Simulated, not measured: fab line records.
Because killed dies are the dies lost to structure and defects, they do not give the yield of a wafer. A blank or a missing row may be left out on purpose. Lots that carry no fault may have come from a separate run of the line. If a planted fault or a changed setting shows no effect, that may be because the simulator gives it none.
Code-filled problem report in 8D (eight disciplines) form | flow sky130 | the parts of the form that need people (team, actions taken, sign-off) are left out

== 1. PROBLEM STATEMENT ==
Wafers free of any fault read 0.331 ohm/sq (standard deviation 0.0069) for CONTACT_W_RS at SKY_CONTACT_RS_MEAS_25, against a mean of 0.264 ohm/sq on 5 wafers of 3 lots. That is -9.7 standard deviations from the usual mean.
The step: measures by four-point-probe.
First seen on wafer L893.3, day 32 19:08, on film-metro-01. Wafers with a number at this step in the record: 33, from 11 lots. Rule for "out", or "out of limits": more than 4 standard deviations from the usual mean. The rest of the wafers with a number are treated as sound.

== 2. WHAT IT IS AND WHAT IT IS NOT ==
question                    | is                                     | is not
which readings at this step | CONTACT_W_RS                           | -
which lots                  | L893, L895, L896                       | L891, L904, L905, L906, L909, L912, L913, L914
which wafers of those lots  | L893.3, L893.4, L895.3, L896.3, L896.4 | L893.5, L895.5, L895.6, L896.1
read on which gauges        | film-metro-01, film-metro-02           | film-metro-04
when                        | from day 32 19:08                      | up to then (4 sound wafers); but 24 sound wafers of L895, L896, L904, L905, L906, L909, L912, L913, L914 came after

== 3. THE SUSPECTS, EACH WITH WHAT RULES IT OUT ==
Counting: if a tool at a process step up to the reading ran every lot that is out, it stays a suspect. Sound lots after the first of them don't rule it out here, since some wafers of a struck lot are sound.
- the gauge at SKY_CONTACT_RS_MEAS_25: ruled out. Those wafers that are out were read across 2 gauges (film-metro-01, film-metro-02).
- cvd-w-01 at SKY_CONTACT_CVD_24 (deposits W, target thk 340 nm, time 102.12 s): kept. It ran every lot that is out, first L893 (day 32 18:57); its last sound lot up to then is L891 (day 32 09:54).
Left after counting: cvd-w-01 at SKY_CONTACT_CVD_24.

== 4. THE CAUSE (what the simulator had put in) ==
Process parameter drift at SKY_CONTACT_CVD_24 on cvd-w-01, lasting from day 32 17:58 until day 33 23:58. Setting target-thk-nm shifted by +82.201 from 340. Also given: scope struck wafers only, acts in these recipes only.
Counting left only this tool.

== 5. THE EFFECT CHAIN, in route order ==
One row per reading whose mean, taken over the struck wafers that have a number, lies over 3 standard deviations from the usual. Readings are gone through only where the record gives a usual standard deviation; hours: the median, over the lots, of the time from a lot's start at the first step in this table giving one to that lot's start at this step; sigmas: the change measured in usual standard deviations.
hours | step                    | reading            | usual        | on struck wafers | change | sigmas
0     | SKY_CONTACT_RS_MEAS_25  | CONTACT_W_RS       | 0.331 ohm/sq | 0.264            | -0.067 | -9.7
0     | SKY_CONTACT_THK_MEAS_26 | CONTACT_W_THK      | 350 nm       | 439              | +89    | +11
0     | SKY_CONTACT_CMP_27      | time-to-endpoint-s | 82 s         | 103              | +21    | +4.2
The process steps in it:
- SKY_CONTACT_CMP_27: polishes, stops on SiO2, t overpolish 15 s, target thk 0 nm.

== 6. HOW IT WOULD HAVE BEEN CAUGHT EARLIER ==
In this record the first reading out of limits at a measuring or inspecting step was taken at day 32 19:08, 1 hour after the fault began at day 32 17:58.
Of the tool readings at SKY_CONTACT_CVD_24 for which the record gives a usual standard deviation, none was out on any struck wafer, so an alarm limit of 4 standard deviations on them would not have fired.
Lots out: 3; of these, L896, L895 started SKY_CONTACT_CVD_24 on cvd-w-01 after day 32 19:08. A hold on the tool at that time would have spared those 2.
